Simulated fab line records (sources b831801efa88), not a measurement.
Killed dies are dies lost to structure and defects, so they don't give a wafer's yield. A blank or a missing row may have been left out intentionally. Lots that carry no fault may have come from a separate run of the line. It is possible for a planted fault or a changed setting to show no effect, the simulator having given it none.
Chamber matching	flow gf180mcu	GF_STI_CMP_25 on cmp-01: 4 sister chambers
The step polishes, stops on Si3N4, t overpolish 33 s, target thk 524.6 nm. 4 wafers are shown with their chamber, then 8 later ones without.

WAFERS WITH THEIR CHAMBER
wafer	chamber	motorCurrentA (A)
L611.2	3	11.0
L611.4	0	13.9
L612.6	2	12.3
L617.2	1	10.4

WAFERS WHOSE CHAMBER IS MISSING
wafer	motorCurrentA (A)
L617.3	14.0
L617.5	10.5
L620.4	11.0
L620.5	11.0
L620.6	13.2
L621.3	11.0
L621.4	13.8
L621.6	11.4

EACH ONE'S CHAMBER
wafer	from the rows above	in truth
L617.3	0	0
L617.5	can't be placed: 1 or 3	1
L620.4	3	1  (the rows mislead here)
L620.5	3	3
L620.6	can't be placed: 0 or 2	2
L621.3	3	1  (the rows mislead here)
L621.4	0	0
L621.6	can't be placed: 3 or 2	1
Correct placement for 3 of the 8. Not placeable from these rows: 3 (in 2, the candidates include the true chamber). Number placed wrongly: 2.
How it was worked out, from the rows above alone: a wafer's distance from a chamber is the root of the sum, over the readings, of the square of ((its reading less the chamber's mean) divided by the reading's scatter). The wafer belongs to the nearest chamber; if the next one is less than 2 further off, it can't be placed. The mean given for a chamber averages the wafers shown for that chamber. The scatter: root of mean squared gap, hidden wafer to nearest shown wafer, with one shown wafer a chamber.
